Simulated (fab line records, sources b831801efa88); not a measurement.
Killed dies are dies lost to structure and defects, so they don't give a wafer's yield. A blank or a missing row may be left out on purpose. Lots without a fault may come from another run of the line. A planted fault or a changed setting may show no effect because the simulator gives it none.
Chamber matching | flow sky130 | SKY_CONTACT_CMP_27 on cmp-01: 4 sister chambers
The step polishes, stops on SiO2, t overpolish 15 s, target thk 0 nm. 51 wafers are shown with their chamber, then 12 later ones without.

WAFERS WITH THEIR CHAMBER
wafer  | chamber | motor_current_A (A) | time_to_endpoint_s (s) | overpolish_run_s (s)
L074.1 | 1       | 10.4                | 82                     | 15.000
L074.3 | 0       | 11.7                | 92                     | 15.006
L074.5 | 0       | 12.2                | 90                     | 15.009
L074.2 | 2       | 12.9                | 91                     | 14.994
L074.4 | 3       | 11.1                | 90                     | 15.000
L074.6 | 1       | 9.6                 | 82                     | 14.997
L075.1 | 3       | 10.5                | 83                     | 14.996
L075.4 | 2       | 12.4                | 90                     | 15.007
L075.5 | 2       | 12.8                | 93                     | 14.998
L077.1 | 3       | 10.7                | 82                     | 15.008
L077.2 | 2       | 12.3                | 89                     | 14.995
L077.3 | 1       | 9.9                 | 74                     | 15.010
L077.4 | 0       | 11.8                | 86                     | 14.990
L077.5 | 2       | 12.8                | 88                     | 14.992
L077.6 | 1       | 10.1                | 77                     | 14.991
L079.4 | 3       | 11.0                | 81                     | 15.002
L079.5 | 3       | 11.3                | 77                     | 14.991
L079.6 | 0       | 11.6                | 82                     | 14.990
L079.1 | 0       | 11.9                | 85                     | 15.010
L079.2 | 1       | 9.8                 | 79                     | 15.014
L079.3 | 2       | 12.3                | 87                     | 14.996
L083.2 | 2       | 12.8                | 83                     | 15.000
L083.4 | 1       | 10.2                | 74                     | 15.004
L083.6 | 3       | 10.6                | 79                     | 15.018
L081.2 | 0       | 11.3                | 85                     | 15.020
L081.4 | 2       | 12.5                | 87                     | 14.983
L081.6 | 3       | 11.1                | 78                     | 15.011
L084.1 | 3       | 11.1                | 80                     | 15.008
L084.3 | 0       | 12.1                | 86                     | 14.998
L084.5 | 2       | 12.4                | 86                     | 15.013
L087.3 | 3       | 10.9                | 80                     | 15.001
L087.5 | 3       | 10.7                | 79                     | 14.990
L087.6 | 0       | 12.1                | 83                     | 15.003
L087.1 | 0       | 12.2                | 87                     | 15.006
L087.2 | 2       | 12.1                | 87                     | 14.998
L087.4 | 1       | 10.1                | 75                     | 15.011
L086.2 | 1       | 10.1                | 77                     | 15.006
L086.4 | 0       | 12.1                | 82                     | 14.999
L086.6 | 1       | 10.0                | 76                     | 14.989
L088.2 | 3       | 11.4                | 80                     | 14.999
L088.4 | 0       | 13.0                | 83                     | 15.005
L088.5 | 1       | 10.3                | 75                     | 15.010
L093.2 | 0       | 12.3                | 87                     | 15.006
L093.4 | 2       | 12.5                | 90                     | 15.011
L093.6 | 1       | 9.8                 | 79                     | 15.002
L093.1 | 1       | 10.6                | 81                     | 15.000
L093.3 | 3       | 10.9                | 82                     | 14.994
L093.5 | 0       | 11.6                | 86                     | 15.006
L092.1 | 1       | 10.0                | 83                     | 15.001
L092.2 | 2       | 12.7                | 95                     | 15.001
L092.4 | 3       | 11.4                | 89                     | 15.012

SIGNATURES (means of the wafers above)
reading            | chamber 0 | chamber 1 | chamber 2 | chamber 3 | scatter within a chamber
motor_current_A    | 11.992    | 10.069    | 12.542    | 10.977    | 0.319
time_to_endpoint_s | 85.69     | 78.00     | 88.83     | 81.54     | 3.35
overpolish_run_s   | 15.00369  | 15.00269  | 14.99900  | 15.00231  | 0.00816
Rule: a wafer's distance from a chamber is the root of the sum, over the readings, of the square of ((its reading less the chamber's mean) divided by the reading's scatter). The wafer belongs to the nearest chamber; if the next one is less than 2 further off, it can't be placed. The scatter: the root of (the sum of the squares of (reading less its chamber's mean) over the shown wafers, divided by (wafers less chambers)).

WAFERS WITHOUT THEIR CHAMBER
wafer  | motor_current_A (A) | time_to_endpoint_s (s) | overpolish_run_s (s)
L091.3 | 13.0                | 86                     | 15.005
L091.4 | 10.8                | 78                     | 14.996
L091.5 | 9.8                 | 74                     | 14.994
L090.1 | 11.9                | 82                     | 15.015
L090.3 | 12.4                | 89                     | 14.997
L090.4 | 10.1                | 76                     | 15.004
L095.4 | 12.4                | 87                     | 14.994
L095.5 | 11.2                | 79                     | 15.003
L095.6 | 11.6                | 84                     | 15.013
L096.1 | 12.6                | 90                     | 15.001
L096.2 | 12.0                | 87                     | 14.996
L096.4 | 11.1                | 80                     | 14.983

WHICH CHAMBER EACH WENT THROUGH
wafer  | from the rows above          | in truth
L091.3 | can't be placed: 2 or 0      | 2
L091.4 | can't be placed: 3 or 1      | 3
L091.5 | 1                            | 1
L090.1 | can't be placed: 0 or 3 or 2 | 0
L090.3 | can't be placed: 2 or 0      | 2
L090.4 | 1                            | 1
L095.4 | can't be placed: 2 or 0      | 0
L095.5 | 3                            | 3
L095.6 | can't be placed: 0 or 3 or 2 | 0
L096.1 | can't be placed: 2 or 0      | 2
L096.2 | can't be placed: 0 or 2      | 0
L096.4 | can't be placed: 3 or 1 or 0 | 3
Placed correctly: 3 of 12. Can't be placed from these rows: 9 (the true chamber is among the candidates in 9). Placed wrongly: 0.
